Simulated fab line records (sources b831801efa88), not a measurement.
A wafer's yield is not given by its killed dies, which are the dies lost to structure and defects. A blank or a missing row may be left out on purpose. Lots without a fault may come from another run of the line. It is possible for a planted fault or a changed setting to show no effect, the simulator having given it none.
Which of the tools did it? | flow sky130 | Sampling: 6 lots, 18 wafers, 2 of 708 route steps

== WHAT THE GAUGES READ, wafer by wafer ==
SKY_NWELL_RS_MEAS_31: measurement is done with a four-point probe.
lot  | measured     | on            | PWDE_RS (ohm/sq)
L503 | day 5 15:06  | film_metro-02 | 5274 5288 5257
L507 | day 6 14:35  | film_metro-01 | 5299 5272 5283
L511 | day 7 15:36  | film_metro-01 | 5302 5293 5297
L517 | day 9 07:13  | film_metro-03 | 5381 5372 5368
L521 | day 10 11:28 | film_metro-02 | 5244 5259 5245
L524 | day 11 04:35 | film_metro-03 | 5249 5256 5273

== WHICH TOOL RAN EACH LOT (tool, then ch and the chambers of the sampled wafers, then the start) ==
lot  | SKY_PWDE_IMPLANT_08
L503 | implanter-04 ch 0, day 4 04:05
L507 | implanter-04 ch 0, day 5 01:59
L511 | implanter-03 ch 0, day 6 00:55
L517 | implanter-01 ch 0, day 7 12:38
L521 | implanter-03 ch 0, day 8 14:14
L524 | implanter-03 ch 0, day 9 05:34
- SKY_PWDE_IMPLANT_08

== THE ANSWER, worked out from the rows above alone ==
Rule: usual is defined by the lots themselves. The widest of any qualifying gaps counts: lots, ordered by their means at a reading, are off when they make up no more than a third of the lots, leave a main group of 4 or more, and stand apart from it by 3 or more times the standard deviation of that group's means. If all means in a main group match to the digits the tables above print for the reading, that group is not used. Also off: a lot with no number at a reading for which 4 or more lots have one. Where the step has rows for the other lots, those lots are counted as sound.
Off: L517, at SKY_NWELL_RS_MEAS_31 (PWDE_RS). For the main group the mean is 5273 ohm/sq and the standard deviation 17.
A tool fits if, at a process step before that reading, it ran every lot that is off, and no sound lot after the first of them. Those tools and the gauges at SKY_NWELL_RS_MEAS_31 are tried in the same way. One candidate fits, namely implanter-01 at SKY_PWDE_IMPLANT_08. It ran no sound lot before its first lot that is off in this sample, so the start can't be narrowed down.

== WHAT HAD BEEN PUT IN BY THE SIMULATOR ==
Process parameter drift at SKY_PWDE_IMPLANT_08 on implanter-01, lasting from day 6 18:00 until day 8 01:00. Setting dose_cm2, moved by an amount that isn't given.
Lots struck among those shown: L517. The rule given above showed the same thing.
